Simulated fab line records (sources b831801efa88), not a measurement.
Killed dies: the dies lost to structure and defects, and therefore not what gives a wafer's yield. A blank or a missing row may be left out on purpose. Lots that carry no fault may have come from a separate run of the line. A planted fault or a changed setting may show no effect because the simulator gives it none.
2 desks looking at one fault | flow sky130 | each desk has only its own numbers; what lay behind them comes last

== DESK OF THE TOOL OWNER: plasmaAsher-03 ==
The tool's own readings at SKY_NWELL_STRIP_14 (strips in O2/N2): means of the sampled wafers that have a number, for each lot that ran on this tool. If a lot's mean is further than 4 standard deviations from the usual mean, the lot is out of limits and carries the mark OUT (the distance appears in the brackets).
Columns: A = drypumpMotorCurrentA at SKY_NWELL_STRIP_14, usual 5.7 A; B = oesProductAu at SKY_NWELL_STRIP_14, usual 0.722 a.u.; C = stripTimeToEndpointS at SKY_NWELL_STRIP_14, usual 36.91 s
lot  | first seen here | A   | B     | C
L313 | day 6 01:36     | 5.3 | 0.727 | 36.86
L324 | day 8 18:30     | 5.7 | 0.727 | 36.85
L326 | day 9 12:52     | 5.7 | 0.720 | 36.87
Finding of this desk: none of the 3 lots has anything out of limits.

== THE METROLOGY DESK ==
Lot by lot, what the gauges showed, no matter which tool ran the lot: averages of those sampled wafers that carry a number. If a lot's mean is further than 4 standard deviations from the usual mean, the lot is out of limits and carries the mark OUT (the distance appears in the brackets).
Columns: A = METAL4_OVL at SKY_METAL4_OVL_MEAS_14, usual -4 nm; B = VIA4_W_THK at SKY_VIA4_THK_MEAS_20, usual 498 nm
lot  | first seen here | A   | B
L307 | day 42 05:54    | -10 | 506
L309 | day 42 23:06    | -2  | 495
L310 | day 43 10:24    | -3  | 507
L312 | day 43 12:58    | -6  | 492
L311 | day 43 20:04    | -6  | 501
L313 | day 43 23:28    | -3  | 501
L314 | day 44 09:55    | -3  | 496
L315 | day 44 14:49    | -10 | 504
L316 | day 45 05:18    | -12 | 491
L317 | day 45 08:46    | -5  | 494
L318 | day 45 12:51    | -7  | 501
L324 | day 46 21:02    | -7  | 495
L326 | day 47 09:43    | -1  | 499
Finding of this desk: none of the 13 lots has anything out of limits.

== PUT TOGETHER ==
The tool owner's desk saw nothing out of limits.
Metrology desk: nothing out of limits seen.

== WHAT WAS PUT IN BY THE SIMULATOR ==
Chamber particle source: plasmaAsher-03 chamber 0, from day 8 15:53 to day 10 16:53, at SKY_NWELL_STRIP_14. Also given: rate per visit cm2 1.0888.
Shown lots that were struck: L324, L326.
